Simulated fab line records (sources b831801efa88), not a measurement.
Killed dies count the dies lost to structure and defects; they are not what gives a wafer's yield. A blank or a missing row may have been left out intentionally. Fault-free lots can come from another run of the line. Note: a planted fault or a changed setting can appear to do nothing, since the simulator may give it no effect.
Which of the tools did it? + flow sky130 + Sampling: 11 lots, 33 wafers, 5 of 708 route steps

## WHAT THE GAUGES READ, wafer by wafer
SKY_FIELD_ISO_THK_MEAS_23.
| lot  | measured    | on            | FIELD_ISO_OXIDATION_01_THK (nm) |
|------|-------------|---------------|---------------------------------|
| L620 | day 2 07:22 | film metro-03 | 10.05 10.01 10.06               |
| L621 | day 2 11:42 | film metro-03 | 10.17 10.12 10.04               |
| L622 | day 2 17:12 | film metro-02 | 9.77 9.80 9.91                  |
| L623 | day 3 01:26 | film metro-02 | 10.00 10.17 9.96                |
| L624 | day 3 05:05 | film metro-02 | 9.90 9.67 9.76                  |
| L625 | day 3 08:10 | film metro-01 | 9.96 9.96 9.71                  |
| L632 | day 4 21:44 | film metro-01 | 10.08 10.05 10.09               |
| L633 | day 5 03:22 | film metro-01 | 9.93 9.86 9.87                  |
| L641 | day 6 21:55 | film metro-03 | 10.11 10.25 10.06               |
| L642 | day 7 01:59 | film metro-02 | 9.90 9.84 9.91                  |
| L643 | day 7 06:10 | film metro-01 | 10.02 9.93 9.98                 |

SKY_SONOS_ONO_THK_MEAS_01.
| lot  | measured     | on            | SONOS_ONO_OXIDATION_THK (nm) |
|------|--------------|---------------|------------------------------|
| L620 | day 11 11:13 | film metro-01 | 2.53 2.58 2.66               |
| L621 | day 11 19:11 | film metro-03 | 2.59 2.61 2.62               |
| L622 | day 12 05:49 | film metro-01 | 2.60 2.59 2.59               |
| L623 | day 12 13:59 | film metro-03 | 2.62 2.62 2.61               |
| L624 | day 12 19:51 | film metro-02 | 2.51 2.58 2.51               |
| L625 | day 13 00:56 | film metro-02 | 2.69 2.65 2.59               |
| L632 | day 15 12:06 | film metro-02 | 3.07 3.02 3.08               |
| L633 | day 15 21:29 | film metro-02 | 3.07 3.12 3.14               |
| L641 | day 18 12:26 | film metro-01 | 2.56 2.60 2.59               |
| L642 | day 18 21:22 | film metro-03 | 2.60 2.55 2.56               |
| L643 | day 19 05:43 | film metro-02 | 2.63 2.59 2.59               |

SKY_POLY_GATE_THK_MEAS_04.
| lot  | measured     | on            | POLY_GATE_CVD_03_THK (nm) |
|------|--------------|---------------|---------------------------|
| L620 | day 15 08:51 | film metro-04 | 74.6 74.6 75.0            |
| L621 | day 15 19:38 | film metro-02 | 74.2 74.1 74.0            |
| L622 | day 16 07:08 | film metro-02 | 73.1 74.8 73.6            |
| L623 | day 16 15:05 | film metro-02 | 76.1 75.9 75.3            |
| L624 | day 16 15:05 | film metro-04 | 75.9 76.1 75.5            |
| L625 | day 16 19:52 | film metro-03 | 74.7 74.4 74.6            |
| L632 | day 19 15:23 | film metro-02 | 74.6 74.6 74.8            |
| L633 | day 19 23:19 | film metro-02 | 74.3 74.4 74.1            |
| L641 | day 22 19:38 | film metro-04 | 75.1 74.6 75.4            |
| L642 | day 23 04:17 | film metro-04 | 74.3 75.3 74.9            |
| L643 | day 23 10:10 | film metro-02 | 74.4 74.1 74.0            |

## WHICH TOOL RAN EACH LOT (tool, then ch and the chambers of the sampled wafers, then the start)
| lot  | SKY_FIELD_ISO_ETCH_15             | SKY_SONOS_ONO_OXIDATION_00    |
|------|-----------------------------------|-------------------------------|
| L620 | rie diel-02 ch 0,2,3, day 2 04:59 | furnace-01 ch 0, day 11 09:52 |
| L621 | rie diel-04 ch 0,3, day 2 10:01   | furnace-01 ch 0, day 11 17:50 |
| L622 | rie diel-04 ch 0,1, day 2 15:28   | furnace-01 ch 0, day 12 04:26 |
| L623 | rie diel-03 ch 0,1, day 2 23:05   | furnace-01 ch 0, day 12 12:38 |
| L624 | rie diel-03 ch 0,2, day 3 02:17   | furnace-02 ch 0, day 12 18:30 |
| L625 | rie diel-03 ch 2,3, day 3 06:29   | furnace-01 ch 0, day 12 23:34 |
| L632 | rie diel-04 ch 1,2,3, day 4 19:14 | furnace-01 ch 0, day 15 10:45 |
| L633 | rie diel-03 ch 0,2,3, day 5 00:23 | furnace-01 ch 0, day 15 20:07 |
| L641 | rie diel-04 ch 0,2,3, day 6 19:05 | furnace-02 ch 0, day 18 11:04 |
| L642 | rie diel-04 ch 2,3, day 6 23:26   | furnace-01 ch 0, day 18 20:01 |
| L643 | rie diel-02 ch 2,3, day 7 04:20   | furnace-01 ch 0, day 19 04:22 |
- SKY_FIELD_ISO_ETCH_15: etches the open film in CHF3/O2, stops on Si, target depth 180 nm, time 72 s.
- SKY_SONOS_ONO_OXIDATION_00: stabilise 600 s, purge 300 s, target thk 2.6 nm.

## AS READ BY THE TOOLS THEMSELVES (means over the sampled wafers that have a number; for cases with no such wafer, the mark the record gives instead)
SKY_FIELD_ISO_ETCH_15.
| lot  | tool        | chamber pressure mTorr (mTorr) | drypump motor current A (A) | oes product au (a.u.) | throttle valve pct (%) |
|------|-------------|--------------------------------|-----------------------------|-----------------------|------------------------|
| L620 | rie diel-02 | 40.01                          | 5.9                         | 0.942                 | 8.850                  |
| L621 | rie diel-04 | 40.04                          | 6.2                         | 0.935                 | 8.846                  |
| L622 | rie diel-04 | 39.98                          | 6.1                         | 0.938                 | 8.841                  |
| L623 | rie diel-03 | 40.00                          | 5.2                         | 0.947                 | 8.832                  |
| L624 | rie diel-03 | 39.98                          | 5.5                         | 0.953                 | 8.843                  |
| L625 | rie diel-03 | 40.02                          | 6.1                         | 0.936                 | 8.851                  |
| L632 | rie diel-04 | 39.99                          | 5.8                         | 0.947                 | 8.840                  |
| L633 | rie diel-03 | 40.01                          | 5.5                         | 0.935                 | 8.833                  |
| L641 | rie diel-04 | 40.03                          | 6.1                         | 0.933                 | 8.837                  |
| L642 | rie diel-04 | 40.02                          | 6.0                         | 0.947                 | 8.845                  |
| L643 | rie diel-02 | 40.00                          | 5.7                         | 0.946                 | 8.834                  |

SKY_SONOS_ONO_OXIDATION_00.
| lot  | tool       | ramp up c per min | spike tc bottom C (C) | spike tc centre C (C) | spike tc lower C (C) | spike tc top C (C) | spike tc upper C (C) | tube center temp C (C) | tube_center_temp_C_max | zone power centre pct (%) | zone power top pct (%) |
|------|------------|-------------------|-----------------------|-----------------------|----------------------|--------------------|----------------------|------------------------|------------------------|---------------------------|------------------------|
| L620 | furnace-01 | 10.000            | 820.6                 | 802.0                 | 798.4                | 816.0              | 800.2                | 800                    | 802.2                  | 13.52                     | 26.8                   |
| L621 | furnace-01 | 10.000            | 820.7                 | 800.8                 | 799.0                | 816.1              | 798.9                | 800                    | 802.0                  | 13.50                     | 26.9                   |
| L622 | furnace-01 | 10.001            | 819.1                 | 802.1                 | 798.5                | 816.4              | 801.1                | 800                    | 801.8                  | 13.47                     | 26.6                   |
| L623 | furnace-01 | 10.000            | 820.5                 | 802.2                 | 799.2                | 815.9              | 799.2                | 800                    | 802.1                  | 13.52                     | 26.9                   |
| L624 | furnace-02 | 9.999             | 824.0                 | 800.3                 | 799.4                | 814.7              | 800.0                | 800                    | 801.9                  | 13.88                     | 26.5                   |
| L625 | furnace-01 | 9.999             | 821.2                 | 801.2                 | 799.7                | 816.5              | 800.1                | 800                    | 802.0                  | 13.40                     | 26.4                   |
| L632 | furnace-01 | 10.001            | 834.7                 | 816.0                 | 813.7                | 829.4              | 814.4                | 814                    | 816.3                  | 13.89                     | 27.8                   |
| L633 | furnace-01 | 10.001            | 834.0                 | 816.4                 | 812.3                | 829.6              | 813.2                | 814                    | 816.2                  | 13.82                     | 27.6                   |
| L641 | furnace-02 | 10.001            | 824.4                 | 799.8                 | 800.5                | 813.5              | 799.3                | 800                    | 801.9                  | 13.92                     | 26.2                   |
| L642 | furnace-01 | 10.001            | 820.2                 | 801.5                 | 799.3                | 815.5              | 798.8                | 800                    | 802.1                  | 13.40                     | 26.4                   |
| L643 | furnace-01 | 10.001            | 820.3                 | 802.5                 | 799.1                | 817.5              | 799.5                | 800                    | 801.8                  | 13.43                     | 26.8                   |

## THE ANSWER, worked out from the rows above alone
Rule: the usual values come from the lots themselves. Put in order of their means at a reading, lots are off if they are a third of the lots or fewer, leave a main group of 4 or more, and stand apart from it by a gap of 3 or more times the standard deviation of the main group's means; of several such gaps the widest counts. A main group is skipped when, at the precision printed for the reading in the tables above, its means are all equal. A lot without any number at a reading at which 4 lots or more have one is off too. The other lots that the step has rows for count as sound. Order of review: gauges by route order, followed by the tools' own readings, for which a lot's mean as printed above is used. At the first step where some lot is off, the reading lying furthest off is the one used; lots without a number count as furthest.
Off: at SKY_SONOS_ONO_THK_MEAS_01 (SONOS_ONO_OXIDATION_THK), L632, L633. The main group: mean 2.59 nm, standard deviation 0.029.
A tool fits if, at a process step before that reading, it ran every lot that is off, and no sound lot after the first of them. Not tried: the gauges at SKY_SONOS_ONO_THK_MEAS_01; whatever is off there is also off at SKY_SONOS_ONO_OXIDATION_00, on other tools, and gauge error can't account for it. No candidate that was tried fits.

## WHAT THE SIMULATOR HAD INSERTED
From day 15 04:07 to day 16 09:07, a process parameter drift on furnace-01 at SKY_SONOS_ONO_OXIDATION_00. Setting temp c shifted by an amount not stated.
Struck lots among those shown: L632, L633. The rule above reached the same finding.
